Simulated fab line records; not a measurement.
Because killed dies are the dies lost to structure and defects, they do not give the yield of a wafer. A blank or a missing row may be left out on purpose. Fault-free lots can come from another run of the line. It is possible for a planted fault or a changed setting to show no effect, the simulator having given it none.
What tool caused it? / flow sky130 / 18 wafers from 6 lots sampled at 2 of the route's 708 steps

== WHAT THE GAUGES SHOWED, per wafer ==
SKY_SONOS_ONO_THK_MEAS_01.
lot=L139; measured=day 12 02:20; on=film_metro-01; SONOS_ONO_OXIDATION_THK (nm)=2.49 2.47 2.53
lot=L143; measured=day 13 15:40; on=film_metro-01; SONOS_ONO_OXIDATION_THK (nm)=4.40 4.21 4.29 4.34 4.27 4.38
lot=L149; measured=day 15 11:50; on=film_metro-03; SONOS_ONO_OXIDATION_THK (nm)=2.54 2.56 2.52
lot=L151; measured=day 16 00:49; on=film_metro-02; SONOS_ONO_OXIDATION_THK (nm)=2.49 2.53 2.45
lot=L156; measured=day 17 13:22; on=film_metro-01; SONOS_ONO_OXIDATION_THK (nm)=2.58 2.64 2.66
lot=L160; measured=day 19 11:17; on=film_metro-03; SONOS_ONO_OXIDATION_THK (nm)=2.54 2.56 2.63

== WHAT TOOL EACH LOT RAN ON (gives the tool, then ch and the chambers of the sampled wafers, and finally the start) ==
lot=L139; SKY_SONOS_ONO_OXIDATION_00=furnace-01 ch 0, day 12 01:00
lot=L143; SKY_SONOS_ONO_OXIDATION_00=furnace-01 ch 0, day 13 12:31 and furnace-02 ch 0, day 13 14:13
lot=L149; SKY_SONOS_ONO_OXIDATION_00=furnace-02 ch 0, day 15 10:29
lot=L151; SKY_SONOS_ONO_OXIDATION_00=furnace-02 ch 0, day 15 23:29
lot=L156; SKY_SONOS_ONO_OXIDATION_00=furnace-01 ch 0, day 17 12:00
lot=L160; SKY_SONOS_ONO_OXIDATION_00=furnace-01 ch 0, day 19 09:56
- SKY_SONOS_ONO_OXIDATION_00: stabilise 600 s, purge 300 s, target thk 2.6 nm.

== THE ANSWER, worked out from the rows above alone ==
Rule: what is usual is taken from the lots themselves. Put in order of their means at a reading, lots are off if they are a third of the lots or fewer, leave a main group of 4 or more, and stand apart from it by a gap of 3 or more times the standard deviation of the main group's means; of several such gaps the widest counts. Not used: any main group whose means are identical at the precision the tables above print for the reading. Also off: a lot with no number at a reading for which 4 or more lots have one. The other lots that the step has rows for count as sound.
Off: at SKY_SONOS_ONO_THK_MEAS_01 (SONOS_ONO_OXIDATION_THK), L143. For the main group the mean is 2.55 nm and the standard deviation 0.051.
If a tool, at a process step before that reading, ran all the lots that are off and no sound lot after the first of them, it fits. The gauges at SKY_SONOS_ONO_THK_MEAS_01 are tried like those tools. Of those tried, none fits.

== WHAT THE SIMULATOR HAD INSERTED ==
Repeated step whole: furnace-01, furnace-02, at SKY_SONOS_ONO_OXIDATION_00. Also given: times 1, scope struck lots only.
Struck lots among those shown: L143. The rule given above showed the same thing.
